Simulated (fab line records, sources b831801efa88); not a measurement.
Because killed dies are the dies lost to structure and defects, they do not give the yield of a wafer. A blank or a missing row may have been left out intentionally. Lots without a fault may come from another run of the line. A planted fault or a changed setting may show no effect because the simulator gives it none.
Matching of chambers || flow gf180mcu || GF_CONTACT_CMP_27 on cmp-02 has 4 sister chambers
The step polishes, stops on SiO2, t overpolish 15 s, target thk 0 nm. 16 wafers are shown with their chamber, then 7 later ones without.

WAFERS PAIRED WITH THEIR CHAMBERS
{"wafer": "L602.3", "chamber": 3, "motorCurrentA (A)": 10.6, "overpolishRunS (s)": 15.000, "timeToEndpointS (s)": 71.0}
{"wafer": "L602.5", "chamber": 1, "motorCurrentA (A)": 12.8, "overpolishRunS (s)": 14.997, "timeToEndpointS (s)": 72.7}
{"wafer": "L602.6", "chamber": 2, "motorCurrentA (A)": 11.2, "overpolishRunS (s)": 15.019, "timeToEndpointS (s)": 69.6}
{"wafer": "L603.2", "chamber": 3, "motorCurrentA (A)": 10.4, "overpolishRunS (s)": 15.003, "timeToEndpointS (s)": 71.5}
{"wafer": "L603.3", "chamber": 0, "motorCurrentA (A)": 11.4, "overpolishRunS (s)": 15.004, "timeToEndpointS (s)": 71.2}
{"wafer": "L603.5", "chamber": 0, "motorCurrentA (A)": 11.2, "overpolishRunS (s)": 15.012, "timeToEndpointS (s)": 73.8}
{"wafer": "L604.4", "chamber": 0, "motorCurrentA (A)": 11.9, "overpolishRunS (s)": 14.997, "timeToEndpointS (s)": 75.9}
{"wafer": "L604.5", "chamber": 1, "motorCurrentA (A)": 11.7, "overpolishRunS (s)": 14.988, "timeToEndpointS (s)": 72.4}
{"wafer": "L604.6", "chamber": 2, "motorCurrentA (A)": 10.1, "overpolishRunS (s)": 14.982, "timeToEndpointS (s)": 72.5}
{"wafer": "L606.1", "chamber": 1, "motorCurrentA (A)": 13.5, "overpolishRunS (s)": 14.984, "timeToEndpointS (s)": 76.2}
{"wafer": "L606.3", "chamber": 2, "motorCurrentA (A)": 9.7, "overpolishRunS (s)": 14.996, "timeToEndpointS (s)": 73.5}
{"wafer": "L606.5", "chamber": 1, "motorCurrentA (A)": 12.3, "overpolishRunS (s)": 15.010, "timeToEndpointS (s)": 72.3}
{"wafer": "L608.4", "chamber": 0, "motorCurrentA (A)": 10.7, "overpolishRunS (s)": 14.999, "timeToEndpointS (s)": 71.0}
{"wafer": "L608.5", "chamber": 1, "motorCurrentA (A)": 12.7, "overpolishRunS (s)": 14.993, "timeToEndpointS (s)": 67.5}
{"wafer": "L608.6", "chamber": 0, "motorCurrentA (A)": 11.3, "overpolishRunS (s)": 14.996, "timeToEndpointS (s)": 69.9}
{"wafer": "L613.2", "chamber": 0, "motorCurrentA (A)": 11.6, "overpolishRunS (s)": 14.994, "timeToEndpointS (s)": 75.1}

SIGNATURES (means of the wafers above)
{"reading": "motorCurrentA", "chamber 0": 11.350, "chamber 1": 12.600, "chamber 2": 10.333, "chamber 3": 10.500, "scatter within a chamber": 0.563}
{"reading": "overpolishRunS", "chamber 0": 15.00033, "chamber 1": 14.99440, "chamber 2": 14.99900, "chamber 3": 15.00150, "scatter within a chamber": 0.0105}
{"reading": "timeToEndpointS", "chamber 0": 72.817, "chamber 1": 72.220, "chamber 2": 71.867, "chamber 3": 71.250, "scatter within a chamber": 2.53}
Rule: for a wafer and a chamber, the distance is found by dividing, reading by reading, the gap between the wafer's reading and the chamber's mean by the reading's scatter, squaring, summing and taking the root. The wafer belongs to the nearest chamber; if the next one is less than 2 further off, it can't be placed. The scatter: the root of (the sum of the squares of (reading less its chamber's mean) over the shown wafers, divided by (wafers less chambers)).

WAFERS WHOSE CHAMBER IS MISSING
{"wafer": "L613.4", "motorCurrentA (A)": 10.8, "overpolishRunS (s)": 14.995, "timeToEndpointS (s)": 73.9}
{"wafer": "L613.5", "motorCurrentA (A)": 13.1, "overpolishRunS (s)": 14.992, "timeToEndpointS (s)": 76.3}
{"wafer": "L616.1", "motorCurrentA (A)": 10.9, "overpolishRunS (s)": 15.011, "timeToEndpointS (s)": 68.6}
{"wafer": "L616.5", "motorCurrentA (A)": 10.6, "overpolishRunS (s)": 14.989, "timeToEndpointS (s)": 74.2}
{"wafer": "L625.1", "motorCurrentA (A)": 10.6, "overpolishRunS (s)": 14.998, "timeToEndpointS (s)": 76.9}
{"wafer": "L625.2", "motorCurrentA (A)": 10.7, "overpolishRunS (s)": 15.001, "timeToEndpointS (s)": 75.4}
{"wafer": "L625.4", "motorCurrentA (A)": 12.8, "overpolishRunS (s)": 14.996, "timeToEndpointS (s)": 75.9}

WHICH CHAMBER EACH ONE RAN IN
{"wafer": "L613.4", "from the rows above": "can't be placed: 0 or 2 or 3", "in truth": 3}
{"wafer": "L613.5", "from the rows above": "can't be placed: 1 or 0", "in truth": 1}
{"wafer": "L616.1", "from the rows above": "can't be placed: 3 or 2 or 0", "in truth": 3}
{"wafer": "L616.5", "from the rows above": "can't be placed: 2 or 3 or 0", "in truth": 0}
{"wafer": "L625.1", "from the rows above": "can't be placed: 2 or 0 or 3 or 1", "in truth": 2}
{"wafer": "L625.2", "from the rows above": "can't be placed: 0 or 2 or 3", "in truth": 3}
{"wafer": "L625.4", "from the rows above": "can't be placed: 1 or 0", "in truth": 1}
Placed correctly: 0 of 7. Unplaceable from these rows: 7, with the true chamber sitting among the candidates in 7. Placed wrongly: 0.
